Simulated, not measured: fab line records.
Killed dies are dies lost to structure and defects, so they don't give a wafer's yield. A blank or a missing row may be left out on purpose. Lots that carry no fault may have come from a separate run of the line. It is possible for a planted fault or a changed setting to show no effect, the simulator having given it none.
Struck lot and sound lot, side by side || flow gf180mcu || 44 out of 602 route steps
Sound: these wafers, L101.2, L101.3, L101.5. Struck: wafers L106.1, L106.4, L106.6. The cause comes at the end.
For every step that has rows: the tool of each side, followed by ch and its chambers, followed by its first start. Under that, the readings that differ: sound wafers || struck wafers || difference of the means || sigmas: that difference in standard deviations of wafers without a fault.
alike: same words and numbers on both sides, and readings whose means sit less than 2 such deviations apart. not compared: any withheld reading, any reading some wafer has no value for, any bound like >300 that may hide the same value, and any number with overlapping values for which the record gives no deviation.
The two part at a step that has a row with sigmas, a row that says differs or no value, or rows on one side only. Numbers that have no deviation but don't overlap get no sigmas and don't part them. Lack of a reading on every wafer of one side parts them only where that side has two or more wafers.

first, 1 step without rows for these wafers: GF_MVSD_IMPLANT_09.
GF_MVSD_STRIP_10: strips in O2/N2.
  sound on plasma-asher-02 ch 0,1, day 7 03:35; struck on plasma-asher-02 ch 0,1, day 8 07:50
  alike: chamber-pressure-mTorr, drypump-motor-current-A, heater-power-w, oes-product-au, strip-time-to-endpoint-s
  not compared: rf-hours-counter-h
GF_MVSD_TW_MEAS_11:
  sound on film-metro-02, day 7 03:41; struck on film-metro-04, day 8 07:56
{"reading": "MVSD_TW", "sound": "1555 1558 1555", "struck": "1591 1579 1579", "difference": "+27", "sigmas": "+2"}
then, 7 steps without rows for these wafers: GF_MVPSD_DEHYDRATE_00 (time 60 s); GF_MVPSD_HMDS_01 (prime time 60 s); GF_MVPSD_COAT_02 (resist thk 3000 nm); GF_MVPSD_SOFTBAKE_03; GF_MVPSD_EXPOSE_04 (exposes mask MVPSD, target cd 1000 nm); GF_MVPSD_PEB_05; GF_MVPSD_DEVELOP_06 (develop time 60 s).
GF_MVPSD_OVL_MEAS_07:
  sound on overlay-02, day 7 19:31; struck on overlay-02, day 9 00:38
{"reading": "MVPSD_OVL (nm)", "sound": "1.8 2.5 2.3", "struck": "-1.7 -0.3 -2.4", "difference": -3.7, "sigmas": -3}
then, 1 step without rows for these wafers: GF_MVPSD_IMPLANT_08.
GF_MVPSD_IMPLANT_09:
  sound on implanter-04 ch 0, day 7 19:43; struck on implanter-04 ch 0, day 9 00:49
{"reading": "dose-ions-cm2", "sound": "4.999e+12 5.001e+12 5.004e+12", "struck": "5.3406e+13 5.3416e+13 5.3404e+13", "difference": "+4.8407e+13", "sigmas": "+99 or more"}
{"reading": "faraday-current-uA", "sound": "27.8 27.2 27.8", "struck": "298.1 306.5 303.1", "difference": "+275.0", "sigmas": "+99 or more"}
  alike: tilt-deg
GF_MVPSD_STRIP_10: strips in O2/N2.
  sound on plasma-asher-03 ch 1, day 7 19:50; struck on plasma-asher-02 ch 0,1, day 9 00:58
  alike: chamber-pressure-mTorr, drypump-motor-current-A, heater-power-w, oes-product-au, strip-time-to-endpoint-s
  not compared: rf-hours-counter-h
GF_MVPSD_TW_MEAS_11:
  sound on film-metro-02, day 7 19:57; struck on film-metro-01, day 9 01:04
{"reading": "MVPSD_TW", "sound": "542 546 549", "struck": "741 743 742", "difference": "+196", "sigmas": "+43"}
then, 7 steps without rows for these wafers: GF_VT_IMPLANT_DEHYDRATE_00 (time 60 s); GF_VT_IMPLANT_HMDS_01 (prime time 60 s); GF_VT_IMPLANT_COAT_02 (resist thk 1000 nm); GF_VT_IMPLANT_SOFTBAKE_03 (time 60 s); GF_VT_IMPLANT_EXPOSE_04 (exposes mask LVPWELL LV AREA, target cd 600 nm); GF_VT_IMPLANT_PEB_05; GF_VT_IMPLANT_DEVELOP_06 (develop time 60 s).
GF_VT_IMPLANT_OVL_MEAS_07:
  sound on overlay-01, day 8 12:00; struck on overlay-02, day 9 17:20
  alike: VT_IMPLANT_OVL
then, 1 step without rows for these wafers: GF_VT_IMPLANT_IMPLANT_08.
GF_VT_IMPLANT_STRIP_09: strips in O2/N2.
  sound on plasma-asher-01 ch 0,1, day 8 12:11; struck on plasma-asher-01 ch 1, day 9 17:31
  alike: chamber-pressure-mTorr, drypump-motor-current-A, heater-power-w, oes-product-au, strip-time-to-endpoint-s
  not compared: rf-hours-counter-h
GF_VT_IMPLANT_TW_MEAS_10:
  sound on film-metro-03, day 8 12:17; struck on film-metro-03, day 9 17:37
  alike: VT_IMPLANT_TW
then, 7 steps without rows for these wafers: GF_VT_IMPLANT_DEHYDRATE_11 (time 60 s); GF_VT_IMPLANT_HMDS_12 (prime time 60 s); GF_VT_IMPLANT_COAT_13 (resist thk 1000 nm); GF_VT_IMPLANT_SOFTBAKE_14 (time 60 s); GF_VT_IMPLANT_EXPOSE_15 (exposes mask Nwell LV AREA, target cd 860 nm); GF_VT_IMPLANT_PEB_16; GF_VT_IMPLANT_DEVELOP_17 (develop time 60 s).
GF_VT_IMPLANT_OVL_MEAS_18:
  sound on overlay-01, day 9 05:14; struck on overlay-02, day 10 11:00
  alike: VT_IMPLANT_01_OVL
then, 1 step without rows for these wafers: GF_VT_IMPLANT_IMPLANT_19.
GF_VT_IMPLANT_STRIP_20: strips in O2/N2.
  sound on plasma-asher-01 ch 0,1, day 9 05:25; struck on plasma-asher-03 ch 0,1, day 10 11:11
  alike: chamber-pressure-mTorr, drypump-motor-current-A, heater-power-w, oes-product-au, strip-time-to-endpoint-s
  not compared: rf-hours-counter-h
GF_VT_IMPLANT_TW_MEAS_21:
  sound on film-metro-03, day 9 05:32; struck on film-metro-01, day 10 11:17
{"reading": "VT_IMPLANT_2_TW", "sound": "1225 1229 1223", "struck": "1198 1200 1199", "difference": -27, "sigmas": -2}
then, 5 steps without rows for these wafers: GF_VT_IMPLANT_DEHYDRATE_22 (time 60 s); GF_VT_IMPLANT_HMDS_23 (prime time 60 s); GF_VT_IMPLANT_COAT_24 (resist thk 1000 nm); GF_VT_IMPLANT_SOFTBAKE_25 (time 60 s); GF_VT_IMPLANT_EXPOSE_26 (exposes mask LVPWELL HV AREA, target cd 860 nm).
GF_VT_IMPLANT_RS_MEAS_49: the measuring method here is four-point-probe.
  sound on film-metro-02, day 10 16:38; struck on film-metro-01, day 12 01:40
{"reading": "MVPSD_RS (ohm/sq)", "sound": "1177 1176 1176", "struck": "598 599 597", "difference": -578, "sigmas": "-99 or more"}
-- the record jumps here: 21 days lie between the struck wafers' starts before and after (it left off in module VT_IMPLANT and takes up again in module PASSIVATION, whose first step shown is number 602 of the route) --
GF_PASSIVATION_PROBE_99:
  rows exist in the record for the struck wafers here (prober-02, day 33 11:41), but not for the sound ones

## WHERE THEY PART
Last at GF_PASSIVATION_PROBE_99 as far as this record goes, first at GF_MVSD_TW_MEAS_11.

WHY: the cause the simulator had injected
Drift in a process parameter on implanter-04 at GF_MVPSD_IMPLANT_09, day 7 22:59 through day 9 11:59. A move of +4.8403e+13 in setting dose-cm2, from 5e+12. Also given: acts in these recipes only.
